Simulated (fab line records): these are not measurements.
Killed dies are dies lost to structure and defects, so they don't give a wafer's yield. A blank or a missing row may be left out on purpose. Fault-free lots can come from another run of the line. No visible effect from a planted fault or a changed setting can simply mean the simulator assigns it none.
What tool caused it? || flow gf180mcu || 39 wafers from 13 lots sampled at 4 of the route's 602 steps

WHAT THE GAUGES SHOWED, per wafer
GF_STI_BOW_MEAS_00.
{"lot": "L729", "measured": "day 1 10:02", "on": "filmMetro-01", "INCOMING_BOW (um)": "-3 5 -10"}
{"lot": "L730", "measured": "day 1 15:02", "on": "filmMetro-01", "INCOMING_BOW (um)": "-5 -7 2"}
{"lot": "L735", "measured": "day 2 16:01", "on": "filmMetro-01", "INCOMING_BOW (um)": "-6 3 2"}
{"lot": "L736", "measured": "day 2 21:00", "on": "filmMetro-01", "INCOMING_BOW (um)": "0 -3 2"}
{"lot": "L737", "measured": "day 3 02:01", "on": "filmMetro-02", "INCOMING_BOW (um)": "-5 -13 2"}
{"lot": "L738", "measured": "day 3 07:00", "on": "filmMetro-02", "INCOMING_BOW (um)": "3 -4 -4"}
{"lot": "L739", "measured": "day 3 12:01", "on": "filmMetro-02", "INCOMING_BOW (um)": "0 -4 2"}
{"lot": "L740", "measured": "day 3 17:01", "on": "filmMetro-01", "INCOMING_BOW (um)": "4 0 0"}
{"lot": "L741", "measured": "day 3 22:02", "on": "filmMetro-03", "INCOMING_BOW (um)": "4 2 -5"}
{"lot": "L743", "measured": "day 4 08:00", "on": "filmMetro-02", "INCOMING_BOW (um)": "-9 4 -8"}
{"lot": "L744", "measured": "day 4 13:00", "on": "filmMetro-03", "INCOMING_BOW (um)": "9 7 3"}
{"lot": "L745", "measured": "day 4 18:01", "on": "filmMetro-02", "INCOMING_BOW (um)": "9 -9 5"}
{"lot": "L752", "measured": "day 6 05:00", "on": "filmMetro-03", "INCOMING_BOW (um)": "0 -5 -7"}

GF_HV_LDD_TW_MEAS_11.
{"lot": "L729", "measured": "day 9 21:19", "on": "filmMetro-03", "HV_LDD_TW": "2404 2419 2404"}
{"lot": "L730", "measured": "day 10 07:20", "on": "filmMetro-02", "HV_LDD_TW": "2414 2416 2415"}
{"lot": "L735", "measured": "day 12 19:16", "on": "filmMetro-04", "HV_LDD_TW": "2440 2432 2442"}
{"lot": "L736", "measured": "day 12 10:31", "on": "filmMetro-04", "HV_LDD_TW": "2443 2443 2432"}
{"lot": "L737", "measured": "day 13 04:37", "on": "filmMetro-02", "HV_LDD_TW": "2424 2432 2419"}
{"lot": "L738", "measured": "day 13 11:00", "on": "filmMetro-04", "HV_LDD_TW": "2418 2429 2425"}
{"lot": "L739", "measured": "day 13 11:19", "on": "filmMetro-02", "HV_LDD_TW": "2434 2427 2434"}
{"lot": "L740", "measured": "day 13 18:26", "on": "filmMetro-03", "HV_LDD_TW": "2419 2413 2422"}
{"lot": "L741", "measured": "day 14 07:11", "on": "filmMetro-03", "HV_LDD_TW": "2405 2400 2412"}
{"lot": "L743", "measured": "day 14 14:13", "on": "filmMetro-03", "HV_LDD_TW": "2398 2417 2408"}
{"lot": "L744", "measured": "day 14 20:58", "on": "filmMetro-04", "HV_LDD_TW": "1223 1219 1219 1227 1220 1217"}
{"lot": "L745", "measured": "day 15 05:56", "on": "filmMetro-03", "HV_LDD_TW": "1168 1185 1151 1181 1184 1159"}
{"lot": "L752", "measured": "day 17 07:36", "on": "filmMetro-02", "HV_LDD_TW": "2415 2404 2405"}

GF_SAB_OVL_MEAS_10.
{"lot": "L729", "measured": "day 14 21:35", "on": "overlay-02", "SAB_OVL (nm)": "-1.6 0.6 1.1"}
{"lot": "L730", "measured": "day 15 12:53", "on": "overlay-02", "SAB_OVL (nm)": "0.3 -0.8 -0.2"}
{"lot": "L735", "measured": "day 18 13:37", "on": "overlay-01", "SAB_OVL (nm)": "-0.2 1.2 0.2"}
{"lot": "L736", "measured": "day 18 01:16", "on": "overlay-02", "SAB_OVL (nm)": "-2.6 -1.4 -1.4"}
{"lot": "L737", "measured": "day 18 19:50", "on": "overlay-02", "SAB_OVL (nm)": "-0.6 0.9 -0.1"}
{"lot": "L738", "measured": "day 19 06:37", "on": "overlay-01", "SAB_OVL (nm)": "-2.0 -0.4 0.1"}
{"lot": "L739", "measured": "day 19 07:17", "on": "overlay-02", "SAB_OVL (nm)": "0.7 -0.7 0.4"}
{"lot": "L740", "measured": "day 19 22:22", "on": "overlay-02", "SAB_OVL (nm)": "-0.2 0.1 -0.4"}
{"lot": "L741", "measured": "day 20 03:10", "on": "overlay-01", "SAB_OVL (nm)": "1.3 1.5 -0.8"}
{"lot": "L743", "measured": "day 20 20:31", "on": "overlay-01", "SAB_OVL (nm)": "1.2 0.8 1.6"}
{"lot": "L752", "measured": "day 23 18:13", "on": "overlay-01", "SAB_OVL (nm)": "0.5 0.5 1.3"}

WHICH TOOL RAN EACH LOT (tool, then ch and the chambers of the sampled wafers, then the start)
{"lot": "L729", "GF_HV_LDD_IMPLANT_09": "implanter-04 ch 0, day 9 21:06"}
{"lot": "L730", "GF_HV_LDD_IMPLANT_09": "implanter-02 ch 0, day 10 07:07"}
{"lot": "L735", "GF_HV_LDD_IMPLANT_09": "implanter-03 ch 0, day 12 19:01"}
{"lot": "L736", "GF_HV_LDD_IMPLANT_09": "implanter-03 ch 0, day 12 10:16"}
{"lot": "L737", "GF_HV_LDD_IMPLANT_09": "implanter-04 ch 0, day 13 04:23"}
{"lot": "L738", "GF_HV_LDD_IMPLANT_09": "implanter-03 ch 0, day 13 10:45"}
{"lot": "L739", "GF_HV_LDD_IMPLANT_09": "implanter-02 ch 0, day 13 11:04"}
{"lot": "L740", "GF_HV_LDD_IMPLANT_09": "implanter-03 ch 0, day 13 18:11"}
{"lot": "L741", "GF_HV_LDD_IMPLANT_09": "implanter-03 ch 0, day 14 06:58"}
{"lot": "L743", "GF_HV_LDD_IMPLANT_09": "implanter-02 ch 0, day 14 13:58"}
{"lot": "L744", "GF_HV_LDD_IMPLANT_09": "implanter-03 ch 0, day 14 20:43"}
{"lot": "L745", "GF_HV_LDD_IMPLANT_09": "implanter-03 ch 0, day 15 05:41"}
{"lot": "L752", "GF_HV_LDD_IMPLANT_09": "implanter-04 ch 0, day 17 07:21"}
- GF_HV_LDD_IMPLANT_09

WHAT THE TOOLS THEMSELVES READ (means of the sampled wafers that have a number; where no wafer has one, the mark that the record gives instead)
GF_HV_LDD_IMPLANT_09.
{"lot": "L729", "tool": "implanter-04", "beamOnS (s)": 9.96, "doseIonsCm2": 1.001e+14, "endStationPressureTorr (Torr)": 5.81e-06, "faradayCurrentUA": 566}
{"lot": "L730", "tool": "implanter-02", "beamOnS (s)": 9.88, "doseIonsCm2": 1.001e+14, "endStationPressureTorr (Torr)": 5.67e-06, "faradayCurrentUA": 570}
{"lot": "L735", "tool": "implanter-03", "beamOnS (s)": 9.99, "doseIonsCm2": 9.993e+13, "endStationPressureTorr (Torr)": 5.69e-06, "faradayCurrentUA": 566}
{"lot": "L736", "tool": "implanter-03", "beamOnS (s)": 9.98, "doseIonsCm2": 9.989e+13, "endStationPressureTorr (Torr)": 5.59e-06, "faradayCurrentUA": 565}
{"lot": "L737", "tool": "implanter-04", "beamOnS (s)": 9.99, "doseIonsCm2": 9.988e+13, "endStationPressureTorr (Torr)": 5.41e-06, "faradayCurrentUA": 564}
{"lot": "L738", "tool": "implanter-03", "beamOnS (s)": 9.92, "doseIonsCm2": 9.994e+13, "endStationPressureTorr (Torr)": 5.60e-06, "faradayCurrentUA": 567}
{"lot": "L739", "tool": "implanter-02", "beamOnS (s)": 10.00, "doseIonsCm2": 1.001e+14, "endStationPressureTorr (Torr)": 5.39e-06, "faradayCurrentUA": 563}
{"lot": "L740", "tool": "implanter-03", "beamOnS (s)": 10.13, "doseIonsCm2": 1.001e+14, "endStationPressureTorr (Torr)": 5.37e-06, "faradayCurrentUA": 557}
{"lot": "L741", "tool": "implanter-03", "beamOnS (s)": 9.83, "doseIonsCm2": 9.988e+13, "endStationPressureTorr (Torr)": 5.32e-06, "faradayCurrentUA": 573}
{"lot": "L743", "tool": "implanter-02", "beamOnS (s)": 10.04, "doseIonsCm2": 9.998e+13, "endStationPressureTorr (Torr)": 5.30e-06, "faradayCurrentUA": 562}
{"lot": "L744", "tool": "implanter-03", "beamOnS (s)": 10.06, "doseIonsCm2": 9.887e+12, "endStationPressureTorr (Torr)": 5.27e-06, "faradayCurrentUA": 56}
{"lot": "L745", "tool": "implanter-03", "beamOnS (s)": 10.12, "doseIonsCm2": 9.983e+12, "endStationPressureTorr (Torr)": 5.07e-06, "faradayCurrentUA": 56}
{"lot": "L752", "tool": "implanter-04", "beamOnS (s)": 9.95, "doseIonsCm2": 1.000e+14, "endStationPressureTorr (Torr)": 5.42e-06, "faradayCurrentUA": 568}

THE ANSWER, worked out from the rows above alone
Rule: what is usual is taken from the lots themselves. Put in order of their means at a reading, lots are off if they are a third of the lots or fewer, leave a main group of 4 or more, and stand apart from it by a gap of 3 or more times the standard deviation of the main group's means; of several such gaps the widest counts. A main group whose means are all the same, to the digits that the tables above print for the reading, isn't used. A lot without any number at a reading at which 4 lots or more have one is off too. All remaining lots with rows at the step are treated as sound. After the gauges, taken in route order, come the tools' own readings; for these a lot's mean is taken, as printed above. The first step at which some lot is off is used, and at that step the reading that is off furthest; a lot without a number counts as furthest.
Off: L744, L745, seen at GF_HV_LDD_TW_MEAS_11 (HV_LDD_TW). Main group: mean 2420, sd 12.
A tool fits if, at a process step before that reading, it ran every lot that is off, and no sound lot after the first of them. Not tried: the gauges at GF_HV_LDD_TW_MEAS_11; whatever is off there is also off at GF_HV_LDD_IMPLANT_09, on other tools, and gauge error can't account for it. One fits: implanter-03 at GF_HV_LDD_IMPLANT_09. A fault onset in the window from L741 (day 14 06:58, its last sound lot) to L744 (day 14 20:43, its first lot off) fits.
The tool's own readings at GF_HV_LDD_IMPLANT_09 bear it out: on the lots that are off they differ by more than 5 times the standard deviation of the sound lots' means. doseIonsCm2 reads 9.935e+12 there against 9.999e+13 on the sound lots; faradayCurrentUA reads 56 there against 566 on the sound lots.

WHAT THE SIMULATOR HAD PUT IN
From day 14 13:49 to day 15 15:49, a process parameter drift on implanter-03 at GF_HV_LDD_IMPLANT_09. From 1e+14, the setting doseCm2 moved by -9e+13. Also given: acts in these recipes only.
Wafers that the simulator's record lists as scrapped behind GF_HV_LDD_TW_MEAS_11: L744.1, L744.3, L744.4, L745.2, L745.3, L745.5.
Lots struck among those shown: L744, L745. This agrees with what the rule above found.
